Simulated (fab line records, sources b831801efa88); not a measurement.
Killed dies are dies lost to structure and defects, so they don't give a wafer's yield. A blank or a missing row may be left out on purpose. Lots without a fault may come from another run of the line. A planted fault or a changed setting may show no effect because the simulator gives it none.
A struck lot beside a sound one | flow sky130 | 17 steps out of a route of 708
Sound: wafers L120.1, L120.4, L120.5. Struck: wafers L137.1, L137.3, L137.4. The cause comes at the end.
At each step with rows: each side's tool, then ch and its chambers, then its first start. Under that, the readings that differ: sound wafers | struck wafers | difference of the means | sigmas: that difference in standard deviations of wafers without a fault.
alike: readings whose means differ by less than 2 such deviations, and words and numbers that are the same on both sides. not compared: withheld readings, readings that some wafer has no value for, bounds like >300 that may hide the same value, and numbers for which the record gives no deviation and whose values overlap.
The two part at a step that has a row with sigmas, a row that says differs or no value, or rows on one side only. Numbers that don't overlap but have no deviation are shown without sigmas and don't part them. A reading that every wafer of one side lacks parts them only if that side has two wafers or more.

SKY_VIA3_CMP_02: polishes SiO2.
  sound on cmp-01 ch 0,2,3, day 38 21:40; struck on cmp-02 ch 0,1,2, day 43 20:29
  alike: motor_current_A
SKY_VIA3_BOW_MEAS_03:
  sound on film_metro-03, day 38 21:55; struck on film_metro-03, day 43 20:47
  alike: VIA3_BOW
then, 8 steps without rows for these wafers: SKY_VIA3_DEHYDRATE_04 (time 60 s); SKY_VIA3_HMDS_05 (prime time 60 s); SKY_VIA3_COAT_06 (resist thk 60 nm); SKY_VIA3_COAT_07 (resist thk 450 nm); SKY_VIA3_SOFTBAKE_08 (time 90 s); SKY_VIA3_EXPOSE_09 (exposes mask VIM3, target cd 200 nm); SKY_VIA3_PEB_10; SKY_VIA3_DEVELOP_11 (develop time 60 s).
SKY_VIA3_CD_MEAS_12: target cd 200 nm.
  sound on cd_sem-02, day 39 22:58; struck on cd_sem-02, day 44 19:26
  alike: cd_nm
SKY_VIA3_OVL_MEAS_13:
  sound on overlay-02, day 39 23:05; struck on overlay-02, day 44 19:34
  alike: VIA3_OVL
SKY_VIA3_ETCH_14: etches BARC in N2/H2, stops on SiO2, time 45.9 s, target depth 60 nm.
  sound on rie_diel-04 ch 1,2, day 39 23:07; struck on rie_diel-02 ch 0,2,3, day 44 19:36
  no value came back on the struck wafers for any of 5 readings (bias_w (W), chamber_pressure_mTorr (mTorr) and others); on the sound wafers bias_w (W) reads 100.05 100.00 100.46
  reading                                     | sound           | struck          | difference | sigmas
  model.KrF-thick_of_VIA3_COAT_07.thk_nm (nm) | 391.2 392 391.6 | 436 435.5 435.8 | +44        |
  not compared: rf_hours_counter_h
SKY_VIA3_ETCH_15: etches SiO2 in C4F8/O2/Ar, stops on TiN, target depth 507 nm, time 78 s.
  sound on rie_diel-04 ch 1,2, day 39 23:10; struck on rie_diel-02 ch 0,2,3, day 44 19:38
  reading                                     | sound             | struck            | difference | sigmas
  oes_product_au (a.u.)                       | 0.949 0.945 0.950 | 0.370 0.371 0.375 | -0.576     | -99 or more
  model.KrF-thick_of_VIA3_COAT_07.thk_nm (nm) | 290 289.5 290.3   | 332.6 333.3 332.7 | +42.9      |
  alike: bias_w, chamber_pressure_mTorr
  not compared: rf_hours_counter_h
SKY_VIA3_STRIP_16: strips in O2/N2.
  sound on plasma_asher-01 ch 0,1, day 39 23:13; struck on plasma_asher-01 ch 0,1, day 44 19:42
  reading                      | sound             | struck            | difference | sigmas
  oes_product_au (a.u.)        | 0.383 0.394 0.399 | 0.414 0.427 0.417 | +0.027     | +5
  strip_time_to_endpoint_s (s) | 4.158 4.166 4.174 | 4.620 4.642 4.622 | +0.462     | +22
  alike: drypump_motor_current_A
  not compared: rf_hours_counter_h
then, 1 step without rows for these wafers: SKY_VIA3_STRIP_17 (strips in post etch residue remover, time 1200 s).
-- the record jumps here: 5 days lie between the struck wafers' starts before and after (it left off in module VIA3 and takes up again in module PAD_OPEN, whose first step shown is number 708 of the route) --
SKY_PAD_OPEN_PROBE_99:
  sound on prober-02, day 46 02:09; struck on prober-01, day 50 03:54
  reading                  | sound          | struck         | difference | sigmas
  defect_limited_yield (%) | 81.9 81.9 84.8 | 0 0 0          | -83        | -49
  killed_at_M0_to_M3       | 46 40 39       | 447 456 455    | +411       | +63
  killed_dies              | 89 89 75       | 492 492 492    | +408       | +48
  killed_on_rim            | 16 16 16       | 96 96 96       | +80        | +24
  sort_bin_5_function (%)  | 11.8 10.2 8.5  | 91.3 94.1 91.9 | +82.3      | +59
  sort_n_pass              | 403 403 417    | 0 0 0          | -408       | -48
  sort_yield_pct (%)       | 81.9 81.9 84.8 | 0 0 0          | -83        | -49
  alike: killed_at_M4_up, killed_at_contacts, killed_at_front_end, killed_at_other, killed_open, killed_short, sort_bin_3_pad_short, sort_bin_6_memory

WHERE THEY PART
First at SKY_VIA3_ETCH_14; last, within this record, at SKY_PAD_OPEN_PROBE_99.

WHY: what the simulator had put in
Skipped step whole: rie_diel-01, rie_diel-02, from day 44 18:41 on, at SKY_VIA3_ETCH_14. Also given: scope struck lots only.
